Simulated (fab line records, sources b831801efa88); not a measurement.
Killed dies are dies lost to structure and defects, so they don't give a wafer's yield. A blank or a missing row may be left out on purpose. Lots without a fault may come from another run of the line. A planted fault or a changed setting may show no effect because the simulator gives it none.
Which tool did it? | flow sky130 | 6 lots, 18 wafers sampled, at 2 steps of a route of 708

WHAT THE GAUGES READ, wafer by wafer
SKY_CONTACT_THK_MEAS_03.
lot  | measured     | on            | CONTACT_HDPCVD_THK (nm)
L684 | day 31 02:25 | film_metro-04 | 560 567 566
L687 | day 32 01:55 | film_metro-01 | 564 569 568
L690 | day 34 00:43 | film_metro-02 | 571 559 571
L696 | day 35 01:41 | film_metro-01 | 565 571 568
L699 | day 36 00:07 | film_metro-01 | 852 567 853
L703 | day 36 18:27 | film_metro-04 | 563 563 562

WHICH TOOL RAN EACH LOT (tool, then ch and the chambers of the sampled wafers, then the start)
lot  | SKY_CONTACT_HDPCVD_02
L684 | hdpcvd-02 ch 0,1, day 31 02:20
L687 | hdpcvd-01 ch 0,1, day 32 01:50
L690 | hdpcvd-02 ch 0,1,2, day 34 00:38
L696 | hdpcvd-02 ch 1,2, day 35 01:37
L699 | hdpcvd-02 ch 1,2, day 36 00:02
L703 | hdpcvd-01 ch 0,1,2, day 36 18:23
- SKY_CONTACT_HDPCVD_02: deposits SiO2, target thk 565 nm, time 94.2 s.

THE ANSWER, worked out from the rows above alone
Rule: what is usual is taken from the lots themselves. Put in order of their means at a reading, lots are off if they are a third of the lots or fewer, leave a main group of 4 or more, and stand apart from it by a gap of 3 or more times the standard deviation of the main group's means; of several such gaps the widest counts. A main group whose means are all the same, to the digits that the tables above print for the reading, isn't used. A lot without any number at a reading at which 4 lots or more have one is off too. The other lots that the step has rows for count as sound.
Off: L699, at SKY_CONTACT_THK_MEAS_03 (CONTACT_HDPCVD_THK). The main group: mean 566 nm, standard deviation 2.
A tool fits if, at a process step before that reading, it ran every lot that is off, and no sound lot after the first of them. The gauges at SKY_CONTACT_THK_MEAS_03 are tried like those tools. Can't be told from this: 2 tools fit, hdpcvd-02 at SKY_CONTACT_HDPCVD_02, film_metro-01 at SKY_CONTACT_THK_MEAS_03.

WHAT THE SIMULATOR HAD PUT IN
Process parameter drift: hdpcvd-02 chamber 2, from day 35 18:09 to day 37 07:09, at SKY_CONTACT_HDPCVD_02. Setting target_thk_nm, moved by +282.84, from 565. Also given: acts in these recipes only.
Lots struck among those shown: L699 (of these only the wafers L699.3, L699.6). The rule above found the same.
